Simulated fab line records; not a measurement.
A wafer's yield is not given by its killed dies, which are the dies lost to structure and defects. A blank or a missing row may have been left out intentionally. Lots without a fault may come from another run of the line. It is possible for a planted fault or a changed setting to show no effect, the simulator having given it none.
fab line records	flow sfq_line
record lots=6	wafers=18	last_day=96
route steps=325 shown I4@170 JJ@178 M5@198 A5B@209 R5@225
lots that met no fault: taken from a fault-free run of the same line
start_h: hours from the record's opening day to when the first of the lot's shown wafers began	wait_h: hours from the lot's prior step to this one	" identical to the entry in the row above	L1.1+2: a row that stands for several wafers	- no value, or no start given	* or withheld: withheld	< > ~ a bound
route shown NAME@n: a module of which the file shows steps, and the number in the route of the first	usual: mean/standard deviation of fault-free wafers	same: alike in all rows	chamber/n: place in a boat	sites: per-site readings	_std_site: standard deviation across them	_edge_site: inner sites' mean taken away from outer sites' mean	radius_mm: how far each site lies from the wafer's centre	mask NAME#n: copy n	behind: the last tool/chamber to shape the wafer	hold: the reason the lot was held/the length of the hold in hours/how it ended	device: the transistor (n, p or np) that didn't switch	end of line: the tests these same wafers got at the end of their route	a step with no rows: only its recipe	killed: count of dies lost to structure and defects at first sort (not the wafer's yield)	map: dies across one wafer; x = killed, . = not, _ = none there
set.NAME: the run value of the setting; set.NAME@STEP: its run value at that earlier step	model.NAME: the simulator's own value behind a step, which no gauge read
a table for each step, a row for each wafer; lots at some steps of the route
services: from which hour (start_h, from the record's first day; less than 0 if before it) a tool's chamber was out of use, for how many hours, and why
## steps
# step SFQ_TRILAYER_I4_VIA_LITHO_EXPOSE_104
# recipe mask_id=I4	na=0.6	source_shape=conventional	sigma_outer=0.65	target_cd_nm=700	dose_mj=21.3
# step SFQ_TRILAYER_I4_VIA_LITHO_PEB_106
# recipe peb_temp_c=115	peb_time_s=60	resist=KrF
# step SFQ_TRILAYER_I4_VIA_LITHO_DEVELOP_105
# recipe time_s=60	resist=KrF
# step SFQ_I4_OVL_MEAS_928
# usual I4_OVL=-3/4.8
lot.wafer	tool	chamber	start_h	wait_h	I4_OVL[nm]
L355.1	overlay-01	-	1401.41	0.1	-1
L355.3	"	-	"	"	2
L355.4	"	-	"	"	-5
L359.2	overlay-02	-	1423.21	0.1	1
L359.3	"	-	"	"	-5
L359.5	"	-	"	"	-4
L361.1	overlay-02	-	1564.34	0.1	3
L361.2	"	-	"	"	-9
L361.3	"	-	"	"	2
L363.3	overlay-02	-	1575.15	0.1	-4
L363.5	"	-	"	"	-3
L363.6	"	-	"	"	-8
L365.3	overlay-01	-	1599.15	0.1	-9
L365.4	"	-	"	"	-4
L365.5	"	-	"	"	-11
L370.1	overlay-01	-	1653.63	0.1	-7
L370.3	"	-	"	"	-8
L370.4	"	-	"	"	-9
# step SFQ_TRILAYER_I4_VIA_BARC_OPEN_VIA_ETCH_146
# recipe mask_material=PR	chemistry=O2	target_depth_nm=125	target=BARC	source_w=500	bias_w=80	pressure_mtorr=30	time_s=41.7
# usual drypump_motor_current_A=5.9/0.43	oes_product_au=0.685/0.0042
lot.wafer	tool	chamber	start_h	wait_h	drypump_motor_current_A	oes_product_au	rf_hours_counter_h
L355.1	rie_diel-04	2	1401.45	0.0	6.2	0.689	11
L355.3	"	1	"	"	5.3	0.689	7
L355.4	"	0	"	"	6.0	0.683	12
L359.2	rie_diel-04	3	1423.24	0.0	5.6	0.680	0
L359.3	"	0	"	"	6.0	0.682	12
L359.5	"	3	"	"	5.6	0.689	-
L361.1	rie_diel-01	0	1564.37	0.0	5.5	0.679	15
L361.2	"	2	"	"	6.1	0.692	11
L361.3	"	1	"	"	6.0	0.684	9
L363.3	rie_diel-03	2	1575.17	0.0	6.5	0.682	9
L363.5	"	1	"	"	5.5	0.683	-
L363.6	"	2	"	"	6.5	0.684	-
L365.3	rie_diel-03	3	1599.17	0.0	6.2	0.684	17
L365.4	"	2	"	"	6.5	0.690	10
L365.5	"	2	"	"	6.5	0.690	-
L370.1	rie_diel-03	2	1653.66	0.0	6.5	0.688	11
L370.3	"	1	"	"	5.5	0.684	16
L370.4	"	3	"	"	6.2	0.680	17
# step SFQ_TRILAYER_I4_VIA_ETCH_VIA_ETCH_106
# recipe target=SiO2	stop_on=Nb	mask_material=PR	taper_deg=20	chemistry=CHF3	target_depth_nm=260	source_w=500	bias_w=80	pressure_mtorr=30	time_s=withheld
# step SFQ_TRILAYER_I4_VIA_STRIP_STRIP_107
# recipe gas=O2	power_w=200	platen_temp_c=40	overash_fraction=0.65	chemistry=O2	pressure_mtorr=50
# step SFQ_TRILAYER_I4_VIA_STRIP_SOLV_CLEAN_108
# recipe chemistry=NMP	temp_c=70	time_s=600
# step SFQ_TRILAYER_JJ_TRILAYER_DEP_PRE_CLEAN_113
# recipe gas=Ar	time_s=22.5	bias_v=250
# step SFQ_TRILAYER_JJ_TRILAYER_DEP_SPUTTER_109
# recipe material=Nb	base_pressure_pa=1.33e-06	chamber_pressure_pa=0.1333	substrate_temp_c=20	target_thk_nm=150	power_w=2000	time_s=100
# step SFQ_TRILAYER_JJ_TRILAYER_DEP_SPUTTER_110
# recipe material=Al	base_pressure_pa=1.33e-06	target_thk_nm=8	power_w=500	time_s=10	chamber_pressure_pa=0.4
# usual base_pressure_pa=1.33e-06/8.5e-08	chamber_pressure_pa=0.4000/0.00077	throttle_valve_pct=29.8/1.1
lot.wafer	tool	chamber	start_h	wait_h	base_pressure_pa	chamber_pressure_pa	throttle_valve_pct
L355.1	pvd_sputter-05	-	1402.48	0.0	1.31e-06	0.4006	29.0
L355.3	"	-	"	"	1.29e-06	0.4004	28.2
L355.4	"	-	"	"	1.25e-06	0.3998	30.8
L359.2	pvd_sputter-05	-	1424.27	0.0	1.3e-06	0.3999	30.7
L359.3	"	-	"	"	1.36e-06	0.4001	29.2
L359.5	"	-	"	"	1.46e-06	0.4001	30.8
L361.1	pvd_sputter-04	-	1565.58	0.0	1.39e-06	0.4002	28.9
L361.2	"	-	"	"	1.38e-06	0.4014	30.2
L361.3	"	-	"	"	1.43e-06	0.4003	30.5
L363.3	pvd_sputter-05	-	1576.20	0.0	1.42e-06	0.4010	30.9
L363.5	"	-	"	"	1.34e-06	0.4014	29.0
L363.6	"	-	"	"	1.38e-06	0.3995	30.5
L365.3	pvd_sputter-04	-	1600.22	0.0	1.39e-06	0.4001	30.2
L365.4	"	-	"	"	1.25e-06	0.3998	28.6
L365.5	"	-	"	"	1.45e-06	0.4005	29.7
L370.1	pvd_sputter-04	-	1654.69	0.0	1.3e-06	0.3986	28.7
L370.3	"	-	"	"	1.38e-06	0.4005	29.4
L370.4	"	-	"	"	1.29e-06	0.4005	30.3
# step SFQ_TRILAYER_JJ_TRILAYER_DEP_AL_OXIDATION_111
# recipe pressure_mbar=0.014667	oxidation_time_s=600	temperature_k=293
# step SFQ_TRILAYER_JJ_TRILAYER_DEP_SPUTTER_112
# recipe material=Nb	base_pressure_pa=1.33e-06	chamber_pressure_pa=0.1333	substrate_temp_c=20	target_thk_nm=170	power_w=2000	time_s=113.3
# usual base_pressure_pa=1.34e-06/9.1e-08	chamber_pressure_pa=0.1333/0.00027	throttle_valve_pct=29.8/1.1
lot.wafer	tool	chamber	start_h	wait_h	base_pressure_pa	chamber_pressure_pa	throttle_valve_pct	model.Nb_of_TRILAYER_JJ_TRILAYER_DEP_SPUTTER_112.thk_nm
L355.1	pvd_sputter-05	-	1403.50	0.5	1.35e-06	0.13322	29.1	96.91
L355.3	"	-	"	"	1.37e-06	0.13305	27.9	96.08
L355.4	"	-	"	"	1.31e-06	0.13302	31.2	97.38
L359.2	pvd_sputter-05	-	1425.29	0.5	1.43e-06	0.13287	30.8	96.4
L359.3	"	-	"	"	1.34e-06	0.13316	29.2	95.63
L359.5	"	-	"	"	1.3e-06	0.13329	30.8	95.81
L361.1	pvd_sputter-04	-	1566.60	0.5	1.31e-06	0.13339	28.9	172
L361.2	"	-	"	"	1.35e-06	0.1332	30.2	170.4
L361.3	"	-	"	"	1.38e-06	0.1332	30.3	169.8
L363.3	pvd_sputter-05	-	1577.22	0.5	1.29e-06	0.13344	30.8	169.1
L363.5	"	-	"	"	1.41e-06	0.13343	29.3	168
L363.6	"	-	"	"	1.28e-06	0.13302	30.8	167.9
L365.3	pvd_sputter-04	-	1601.24	0.5	1.31e-06	0.13309	30.5	169
L365.4	"	-	"	"	1.34e-06	0.13322	28.9	169.2
L365.5	"	-	"	"	1.49e-06	0.13354	29.6	168.7
L370.1	pvd_sputter-04	-	1655.72	0.5	1.43e-06	0.1337	28.7	169.2
L370.3	"	-	"	"	1.12e-06	0.13336	29.7	170.3
L370.4	"	-	"	"	1.28e-06	0.13374	30.3	171.9
# step SFQ_JJ_RS_MEAS_929
# recipe thk_meas_gauge=four-point-probe	reads=Nb_of_TRILAYER_JJ_TRILAYER_DEP_SPUTTER_112
# usual JJ_NB_RS=1.051/0.0091
lot.wafer	tool	chamber	start_h	wait_h	JJ_NB_RS[ohm/sq]
L355.1	film_metro-01	-	1403.58	0.0	1.857
L355.3	"	-	"	"	1.874
L355.4	"	-	"	"	1.848
L359.2	film_metro-04	-	1425.39	0.1	1.874
L359.3	"	-	"	"	1.885
L359.5	"	-	"	"	1.882
L361.1	film_metro-01	-	1566.68	0.0	1.035
L361.2	"	-	"	"	1.047
L361.3	"	-	"	"	1.047
L363.3	film_metro-04	-	1577.34	0.1	1.055
L363.5	"	-	"	"	1.061
L363.6	"	-	"	"	1.060
L365.3	film_metro-01	-	1601.36	0.1	1.052
L365.4	"	-	"	"	1.053
L365.5	"	-	"	"	1.055
L370.1	film_metro-01	-	1655.79	0.0	1.053
L370.3	"	-	"	"	1.048
L370.4	"	-	"	"	1.037
# step SFQ_TRILAYER_JJ_CE_LITHO_COAT_119
# recipe resist=BARC	spin_rpm=3000	resist_thk_nm=62
# step SFQ_TRILAYER_JJ_CE_LITHO_COAT_114
# recipe resist=KrF	spin_rpm=3000	resist_thk_nm=608.3
# step SFQ_TRILAYER_JJ_CE_LITHO_SOFTBAKE_118
# recipe temp_c=withheld	time_s=withheld	resist=KrF
# step SFQ_TRILAYER_JJ_CE_LITHO_EXPOSE_115
# recipe mask_id=J5	na=0.6	source_shape=conventional	sigma_outer=0.65	target_cd_nm=700	dose_mj=14.4
# step SFQ_TRILAYER_JJ_CE_LITHO_PEB_117
# recipe peb_temp_c=115	peb_time_s=60	resist=KrF
# step SFQ_TRILAYER_JJ_CE_LITHO_DEVELOP_116
# recipe time_s=60	resist=KrF
# step SFQ_JJ_OVL_MEAS_931
# usual J5_OVL=-1/4.7
lot.wafer	tool	chamber	start_h	wait_h	J5_OVL[nm]
L355.1	overlay-01	-	1408.61	0.1	7
L355.3	"	-	"	"	-2
L355.4	"	-	"	"	-5
L359.2	overlay-02	-	1476.47	0.1	3
L359.3	"	-	"	"	1
L359.5	"	-	"	"	-2
L361.1	overlay-01	-	1570.25	0.1	5
L361.2	"	-	"	"	0
L361.3	"	-	"	"	0
L363.3	overlay-02	-	1579.75	0.1	5
L363.5	"	-	"	"	1
L363.6	"	-	"	"	-2
L365.3	overlay-01	-	1603.76	0.1	-7
L365.4	"	-	"	"	-6
L365.5	"	-	"	"	1
L370.1	overlay-01	-	1658.22	0.1	-3
L370.3	"	-	"	"	-2
L370.4	"	-	"	"	4
# step SFQ_TRILAYER_JJ_CE_METRO_MEASURE_117
# step SFQ_TRILAYER_JJ_CE_BARC_OPEN_RIE_150
# recipe mask_material=PR	chemistry=O2	target_depth_nm=240	target=BARC	icp_w=600	bias_w=80	pressure_mtorr=10	time_s=80
# step SFQ_TRILAYER_JJ_CE_ETCH_RIE_118
# recipe target=Nb	stop_on=Al2O3	mask_material=PR	taper_deg=13.257	over_etch_frac=0.15	time_s=97.7	chemistry=SF6	target_depth_nm=170	icp_w=600	bias_w=80	pressure_mtorr=10
# usual drypump_motor_current_A=5.9/0.33	oes_product_au=0.985/0.0052
# same over_etch_frac=0.15
lot.wafer	tool	chamber	start_h	wait_h	drypump_motor_current_A	oes_product_au	rf_hours_counter_h
L355.1	rie_metal-01	0	1409.94	0.1	5.6	0.737	108
L355.3	"	1	"	"	5.9	0.723	-
L355.4	"	0	"	"	5.6	0.736	-
L359.2	rie_metal-04	1	1477.79	0.1	6.4	0.736	8
L359.3	"	1	"	"	6.4	0.731	-
L359.5	"	1	"	"	6.4	0.731	-
L361.1	rie_metal-02	1	1571.58	0.1	6.0	0.981	119
L361.2	"	0	"	"	5.4	0.984	28
L361.3	"	0	"	"	5.4	0.976	-
L363.3	rie_metal-01	1	1581.10	0.1	5.9	0.996	-
L363.5	"	1	"	"	5.9	0.986	-
L363.6	"	0	"	"	5.6	0.981	-
L365.3	rie_metal-02	0	1605.11	0.1	5.5	0.986	-
L365.4	"	1	"	"	6.0	0.981	-
L365.5	"	1	"	"	6.0	0.981	-
L370.1	rie_metal-01	0	1659.55	0.1	5.7	0.985	20
L370.3	"	0	"	"	5.6	0.997	-
L370.4	"	1	"	"	5.8	0.993	-
# step SFQ_TRILAYER_JJ_ANODIZE_ANODIZE_119
# recipe current_density_ma_cm2=withheld	end_current_density_ma_cm2=withheld	bath_temp_c=withheld
# step SFQ_TRILAYER_JJ_CE_STRIP_STRIP_120
# recipe gas=O2	power_w=200	platen_temp_c=40	overash_fraction=0.65	chemistry=O2	pressure_mtorr=50
# usual drypump_motor_current_A=5.69/0.2	oes_product_au=0.999/0.0083
lot.wafer	tool	chamber	start_h	wait_h	drypump_motor_current_A	oes_product_au	rf_hours_counter_h
L355.1	rie_metal-01	1	1410.55	0.0	5.91	1.015	20
L355.3	"	1	"	"	5.87	0.999	-
L355.4	"	0	"	"	5.65	0.999	-
L359.2	rie_metal-02	0	1478.40	0.0	5.49	0.996	15
L359.3	"	1	"	"	6.00	0.987	-
L359.5	"	0	"	"	5.47	1.002	-
L361.1	rie_metal-02	0	1572.18	0.0	5.48	0.994	28
L361.2	"	1	"	"	6.03	0.983	119
L361.3	"	0	"	"	5.47	0.993	-
L363.3	rie_metal-01	0	1581.87	0.2	5.64	1.014	-
L363.5	"	0	"	"	5.62	1.011	-
L363.6	"	1	"	"	5.86	1.000	-
L365.3	rie_metal-02	0	1605.88	0.2	5.46	0.993	-
L365.4	"	1	"	"	5.99	0.995	-
L365.5	"	1	"	"	6.01	0.986	-
L370.1	rie_metal-02	0	1660.16	0.0	5.48	0.986	46
L370.3	"	0	"	"	5.46	0.993	-
L370.4	"	0	"	"	5.49	0.997	-
# step SFQ_TRILAYER_JJ_CE_STRIP_SOLV_CLEAN_121
# recipe chemistry=NMP	temp_c=70	time_s=600
# step SFQ_TRILAYER_M5_LITHO_COAT_128
# recipe resist=BARC	spin_rpm=3000	resist_thk_nm=62
# step SFQ_TRILAYER_M5_LITHO_COAT_123
# recipe resist=KrF	spin_rpm=3000	resist_thk_nm=600
# step SFQ_TRILAYER_M5_LITHO_SOFTBAKE_127
# recipe temp_c=withheld	time_s=withheld	resist=KrF
# step SFQ_TRILAYER_M5_LITHO_EXPOSE_124
# recipe mask_id=M5	na=0.6	source_shape=conventional	sigma_outer=0.65	target_cd_nm=700	dose_mj=14.4
# step SFQ_TRILAYER_M5_LITHO_PEB_126
# recipe peb_temp_c=115	peb_time_s=60	resist=KrF
# step SFQ_TRILAYER_M5_LITHO_DEVELOP_125
# recipe time_s=60	resist=KrF
# step SFQ_M5_OVL_MEAS_932
# usual M5_OVL=1/6
lot.wafer	tool	chamber	start_h	wait_h	M5_OVL[nm]
L355.1	overlay-01	-	1414.61	0.1	2
L355.3	"	-	"	"	-1
L355.4	"	-	"	"	2
L359.2	overlay-02	-	1482.51	0.1	1
L359.3	"	-	"	"	14
L359.5	"	-	"	"	10
L361.1	overlay-01	-	1576.00	0.1	8
L361.2	"	-	"	"	-3
L361.3	"	-	"	"	12
L363.3	overlay-02	-	1587.06	0.1	1
L363.5	"	-	"	"	4
L363.6	"	-	"	"	-1
L365.3	overlay-02	-	1618.03	0.1	6
L365.4	"	-	"	"	8
L365.5	"	-	"	"	2
L370.1	overlay-01	-	1793.02	0.1	-1
L370.3	"	-	"	"	-3
L370.4	"	-	"	"	3
# step SFQ_TRILAYER_M5_BARC_OPEN_METAL_ETCH_161
# recipe mask_material=PR	chemistry=O2	target_depth_nm=125	target=BARC	icp_w=583.8	bias_w=80	pressure_mtorr=10	time_s=41.7
# step SFQ_TRILAYER_M5_ETCH_METAL_ETCH_126
# recipe target=Nb	stop_on=SiO2	mask_material=PR	over_etch_frac=0.15	time_s=203.2	chemistry=Cl2/BCl3	target_depth_nm=265	icp_w=600	bias_w=80	pressure_mtorr=10
# step SFQ_TRILAYER_M5_STRIP_STRIP_127
# recipe gas=O2	power_w=200	platen_temp_c=40	overash_fraction=0.65	chemistry=O2	pressure_mtorr=50
# usual drypump_motor_current_A=5.9/0.31	oes_product_au=0.999/0.0078
lot.wafer	tool	chamber	start_h	wait_h	drypump_motor_current_A	oes_product_au	rf_hours_counter_h
L355.1	rie_metal-01	0	1414.90	0.1	5.7	1.007	110
L355.3	"	0	"	"	5.6	1.012	-
L355.4	"	1	"	"	5.9	1.015	-
L359.2	rie_metal-01	0	1483.25	0.5	5.6	0.996	-
L359.3	"	0	"	"	5.6	1.006	-
L359.5	"	0	"	"	5.6	1.015	-
L361.1	rie_metal-01	0	1576.29	0.1	5.6	1.002	6
L361.2	"	1	"	"	5.9	0.998	45
L361.3	"	0	"	"	5.6	0.995	-
L363.3	rie_metal-01	1	1587.54	0.3	5.9	1.003	-
L363.5	"	1	"	"	5.9	1.000	-
L363.6	"	0	"	"	5.7	1.009	-
L365.3	rie_metal-01	0	1618.51	0.3	5.6	0.998	-
L365.4	"	1	"	"	5.9	1.007	-
L365.5	"	1	"	"	5.9	0.998	-
L370.1	rie_metal-01	1	1793.31	0.1	5.9	1.009	73
L370.3	"	0	"	"	5.6	1.001	-
L370.4	"	1	"	"	5.9	1.008	-
# step SFQ_TRILAYER_M5_STRIP_SOLV_CLEAN_128
# recipe chemistry=NMP	temp_c=70	time_s=600
# step SFQ_TRILAYER_A5B_DEP_PECVD_129
# recipe material=SiO2	temp_c=150	time_s=133.33	pressure_torr=2.4	rf_w=183.3	precursor=SiH4/N2O	target_thk_nm=600
# step SFQ_TRILAYER_A5B_CMP_CMP_130
# recipe stop_on=Nb	down_force_psi=3	platen_rpm=60	target_thk_nm=340.7
# usual edge_zone_pressure_frac=1.000/0.005	motor_current_A=10.2/1	slurry_filter_dp_kPa=13.50/0.13
lot.wafer	tool	chamber	start_h	wait_h	edge_zone_pressure_frac	motor_current_A	slurry_filter_dp_kPa
L355.3	cmp-01	2	1416.87	1.1	0.997	10.8	13.40
L355.4	"	3	"	"	0.999	10.7	13.65
L355.1	"	0	"	"	1.002	10.2	13.54
L359.3	cmp-01	3	1496.03	11.6	1.000	10.3	13.45
L359.2	"	2	1497.53	13.1	0.999	10.5	13.65
L359.5	"	0	1498.53	14.0	0.998	9.9	13.69
L361.1	cmp-01	1	1577.41	0.3	0.993	9.5	13.59
L361.2	"	2	"	"	0.997	10.8	13.31
L361.3	"	0	1578.91	1.8	1.006	9.9	13.63
L363.3	cmp-02	3	1592.62	4.5	1.003	9.3	13.60
L363.6	"	0	"	"	1.004	9.1	13.50
L363.5	"	1	"	"	1.006	12.2	13.58
L365.3	cmp-01	3	1630.68	11.5	1.000	10.0	13.53
L365.4	"	0	"	"	0.997	9.9	13.46
L365.5	"	1	"	"	1.004	10.0	13.65
L370.1	cmp-02	2	1794.85	0.5	0.990	11.3	13.60
L370.3	"	3	"	"	0.997	9.2	13.39
L370.4	"	0	"	"	1.005	9.2	13.47
# step SFQ_TRILAYER_A5B_METRO_MEASURE_131
# step SFQ_TRILAYER_R5_ETCH_METAL_ETCH_139
# recipe stop_on=SiO2	mask_material=PR	chemistry=Cl2	target_depth_nm=60	icp_w=600	bias_w=80	pressure_mtorr=10	time_s=40
# usual drypump_motor_current_A=6.0/0.34	oes_product_au=0.988/0.0055
lot.wafer	tool	chamber	start_h	wait_h	drypump_motor_current_A	oes_product_au	rf_hours_counter_h	model.Nb_of_TRILAYER_JJ_TRILAYER_DEP_SPUTTER_112.thk_nm
L355.1	rie_metal-02	0	1535.67	0.0	5.5	0.999	23	86.95
L355.3	"	0	"	"	5.5	0.995	-	86.18
L355.4	"	1	"	"	6.0	0.984	-	87.61
L359.2	rie_metal-03	0	1557.36	0.0	6.3	0.991	16	86.27
L359.3	"	1	"	"	5.8	0.986	-	85.65
L359.5	"	1	"	"	5.8	0.990	-	85.76
L361.1	rie_metal-02	0	1584.75	0.0	5.5	0.989	31	162.2
L361.2	"	1	"	"	6.0	0.983	122	160.6
L361.3	"	0	"	"	5.5	0.983	-	160
L363.3	rie_metal-03	1	1597.96	0.0	5.8	0.997	-	159.2
L363.5	"	1	"	"	5.8	0.984	-	158
L363.6	"	0	"	"	6.4	0.988	-	158
L365.3	rie_metal-04	1	1636.51	0.0	6.3	0.991	-	159
L365.4	"	0	"	"	5.7	0.990	-	159.2
L365.5	"	0	"	"	5.7	0.991	-	158.8
L370.1	rie_metal-04	1	1892.31	0.0	6.4	0.987	65	159.3
L370.3	"	0	"	"	5.7	0.983	-	160.5
L370.4	"	1	"	"	6.4	0.988	-	162
## services
tool	chamber	start_h	hours	kind
pvd_sputter-05	-	1411.94	4.3	repair
cmp-01	-	1428.37	4.0	pm
cmp-01	-	1456.64	2.1	repair
cmp-01	-	1462.37	10.1	pm
rie_metal-01	1	1479.11	9.3	repair
pvd_sputter-04	-	1486.79	4.1	repair
cmp-01	-	1490.55	2.5	repair
pvd_sputter-04	-	1518.09	2.0	repair
cmp-01	-	1524.93	0.9	repair
pvd_sputter-04	-	1559.85	4.2	repair
pvd_sputter-05	-	1563.86	0.9	repair
pvd_sputter-04	-	1579.61	0.9	repair
cmp-01	-	1603.21	11.2	pm
rie_metal-02	-	1615.47	0.2	repair
pvd_sputter-05	-	1616.02	14.6	repair
cmp-01	-	1617.36	6.3	pm
cmp-01	-	1624.99	1.1	repair
cmp-01	-	1680.30	3.8	repair
pvd_sputter-04	-	1692.21	12.8	repair
pvd_sputter-04	-	1739.84	5.1	repair
rie_metal-01	1	1739.91	20.6	repair
pvd_sputter-05	-	1746.47	3.5	repair
pvd_sputter-05	-	1802.80	17.0	repair
pvd_sputter-04	-	1884.74	6.3	repair
## key
first_sign step=SFQ_JJ_RS_MEAS_929	reading=JJ_NB_RS	direction=up	sigmas=90	usual=1.051	struck=1.870
effect step=SFQ_TRILAYER_JJ_CE_ETCH_RIE_118	reading=oes_product_au	direction=down	sigmas=49	usual=0.985	struck=0.732
model_effect step=SFQ_TRILAYER_JJ_TRILAYER_DEP_SPUTTER_112	value=Nb_of_TRILAYER_JJ_TRILAYER_DEP_SPUTTER_112.thk_nm	without=169	struck=96.37
model_effect step=SFQ_TRILAYER_R5_ETCH_METAL_ETCH_139	value=Nb_of_TRILAYER_JJ_TRILAYER_DEP_SPUTTER_112.thk_nm	without=159	struck=86.4
met_at SFQ_TRILAYER_JJ_TRILAYER_DEP_SPUTTER_112
struck_wafers L355.1,L355.3,L355.4,L359.2,L359.3,L359.5
also_fits SFQ_TRILAYER_I4_VIA_BARC_OPEN_VIA_ETCH_146:rie_diel-04
fault kind=process_parameter_drift	tool=pvd_sputter-05	chamber=-	onset_h=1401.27	steps=SFQ_TRILAYER_JJ_TRILAYER_DEP_SPUTTER_112	channel=target_thk_nm	offset=-72.602	shape=step	end_h=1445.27	acts_in=these_recipes_only	stated=170
